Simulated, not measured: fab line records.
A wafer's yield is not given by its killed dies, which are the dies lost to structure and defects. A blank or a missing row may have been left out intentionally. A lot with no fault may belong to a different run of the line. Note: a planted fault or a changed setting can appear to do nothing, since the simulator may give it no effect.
Matching of chambers	flow sfq-line	3 sister chambers for SFQ_TRILAYER_I1_DEP_PECVD_045 on pecvd-03
The step deposits SiO2 from SiH4/N2O, time 111.11 s, target thk 500 nm. 3 wafers are shown with their chamber, then 8 later ones without.

WAFERS, EACH WITH ITS CHAMBER
wafer	chamber	throttle-valve-pct (%)
L735.1	2	25.9
L735.5	0	24.2
L739.2	1	24.5

WAFERS WITHOUT THEIR CHAMBER
wafer	throttle-valve-pct (%)
L739.3	25.8
L739.5	24.0
L751.1	24.7
L751.2	25.8
L751.6	24.0
L752.1	25.7
L752.2	24.6
L752.6	24.0

WHICH CHAMBER EACH WENT THROUGH
wafer	from the rows above	in truth
L739.3	2	2
L739.5	can't be placed: 0 or 1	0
L751.1	can't be placed: 1 or 0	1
L751.2	2	2
L751.6	can't be placed: 0 or 1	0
L752.1	2	2
L752.2	can't be placed: 1 or 0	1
L752.6	can't be placed: 0 or 1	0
Correct placement for 3 of the 8. Can't be placed from these rows: 5 (the true chamber is among the candidates in 5). Number placed wrongly: 0.
How it was worked out, from the rows above alone: a wafer's distance from a chamber is the root of the sum, over the readings, of the square of ((its reading less the chamber's mean) divided by the reading's scatter). The wafer belongs to the nearest chamber; if the next one is less than 2 further off, it can't be placed. A chamber's mean is the mean of its shown wafers. The scatter (one wafer shown for each chamber): square how far every hidden wafer sits from the nearest shown wafer, average those squares and take the square root.
